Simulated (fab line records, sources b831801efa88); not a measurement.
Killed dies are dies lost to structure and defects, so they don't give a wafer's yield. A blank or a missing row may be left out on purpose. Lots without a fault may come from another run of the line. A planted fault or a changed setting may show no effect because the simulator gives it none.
Chamber matching | flow sky130 | SKY_LI_CONTACT_ETCH_15 on rie_diel-01: 4 sister chambers
The step etches PSG in C4F8/O2/Ar, stops on Si, target depth 600 nm. 8 wafers are shown with their chamber, then 8 later ones without.

WAFERS WITH THEIR CHAMBER
wafer  | chamber | oes_product_au (a.u.)
L091.1 | 1       | 0.842
L091.3 | 2       | 0.836
L091.5 | 3       | 0.840
L091.6 | 0       | 0.838
L094.1 | 1       | 0.832
L094.2 | 2       | 0.843
L094.3 | 3       | 0.837
L094.4 | 0       | 0.834

WAFERS WITHOUT THEIR CHAMBER
wafer  | oes_product_au (a.u.)
L094.5 | 0.839
L094.6 | 0.840
L095.1 | 0.839
L095.2 | 0.838
L095.3 | 0.840
L095.4 | 0.838
L095.5 | 0.832
L095.6 | 0.834

WHICH CHAMBER EACH WENT THROUGH
wafer  | from the rows above               | in truth
L094.5 | can't be placed: 2 or 3 or 1 or 0 | 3
L094.6 | can't be placed: 2 or 3 or 1 or 0 | 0
L095.1 | can't be placed: 2 or 3 or 1 or 0 | 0
L095.2 | can't be placed: 3 or 1 or 2 or 0 | 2
L095.3 | can't be placed: 2 or 3 or 1 or 0 | 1
L095.4 | can't be placed: 3 or 1 or 2 or 0 | 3
L095.5 | can't be placed: 0 or 1 or 3 or 2 | 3
L095.6 | can't be placed: 0 or 1 or 3 or 2 | 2
Placed correctly: 0 of 8. Can't be placed from these rows: 8 (the true chamber is among the candidates in 8). Placed wrongly: 0.
How it was worked out, from the rows above alone: a wafer's distance from a chamber is the root of the sum, over the readings, of the square of ((its reading less the chamber's mean) divided by the reading's scatter). The wafer belongs to the nearest chamber; if the next one is less than 2 further off, it can't be placed. A chamber's mean is the mean of its shown wafers. The scatter: the root of (the sum of the squares of (reading less its chamber's mean) over the shown wafers, divided by (wafers less chambers)).
